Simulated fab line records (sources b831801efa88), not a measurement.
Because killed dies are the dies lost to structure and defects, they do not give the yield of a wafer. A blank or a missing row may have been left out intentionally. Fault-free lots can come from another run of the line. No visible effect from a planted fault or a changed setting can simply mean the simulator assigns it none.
The same fault as seen by 2 desks	flow sky130	each desk holds nothing but its own numbers, with what lay behind them at the end

== THE METROLOGY DESK ==
Lot by lot, what the gauges showed, no matter which tool ran the lot: averages of those sampled wafers that carry a number. Marked OUT: a lot whose mean sits more than 4 standard deviations from the usual mean, which makes it out of limits; the brackets give that distance.
Columns: A = GATE_OXIDE_OXIDATION_00_THK at SKY_GATE_OXIDE_THK_MEAS_02, usual 10.22 nm; B = GATE_OXIDE_OVL at SKY_GATE_OXIDE_OVL_MEAS_10, usual 0.5 nm; C = GATE_OXIDE_TW at SKY_GATE_OXIDE_TW_MEAS_14, usual 222.0
lot	first seen here	A	B	C
L715	day 13 10:01	9.98	-2.2	221.7
L720	day 14 22:17	10.31	3.3	226.1
L722	day 15 17:22	9.75	0.2	226.8
L726	day 17 11:23	10.50	1.7	221.8
L730	day 18 06:35	10.29	0.9	219.8
L737	day 20 16:50	10.51	-0.3	224.4
Finding of this desk: none of the 6 lots has anything out of limits.

== TOOL OWNER'S DESK, implanter-01 ==
The tool's own readings at SKY_GATE_OXIDE_IMPLANT_11: means of the sampled wafers that have a number, for each lot that ran on this tool. Marked OUT: a lot whose mean sits more than 4 standard deviations from the usual mean, which makes it out of limits; the brackets give that distance.
Columns: A = beamOnS at SKY_GATE_OXIDE_IMPLANT_11, usual 9.99 s; B = faradayCurrentUA at SKY_GATE_OXIDE_IMPLANT_11, usual 14.7
lot	first seen here	A	B
L720	day 16 00:33	11.18 (+5.4) OUT	13.2 (-5.0) OUT
L722	day 16 20:18	11.11 (+5.1) OUT	13.2 (-4.8) OUT
L737	day 21 23:15	10.17	14.4
Finding of this desk: L720, L722 out of limits; the first was L720 at day 16 00:33, on beamOnS at SKY_GATE_OXIDE_IMPLANT_11. Within limits: L737.

== PUT TOGETHER ==
The tool owner's desk had the chance to raise an alarm at day 16 00:33 on L720, L722.
At the metrology desk, nothing out of limits was observed.
The metrology desk has L720, L722 on record, within its limits.
Every lot named ran SKY_GATE_OXIDE_IMPLANT_11 on implanter-01.

== WHAT THE SIMULATOR HAD INSERTED ==
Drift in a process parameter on implanter-01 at SKY_GATE_OXIDE_IMPLANT_11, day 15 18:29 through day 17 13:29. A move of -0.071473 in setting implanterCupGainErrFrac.
Lots struck among those shown: L720, L722.
Hours from the fault's start to each desk's first reading out of limits: the tool owner's desk, 6.
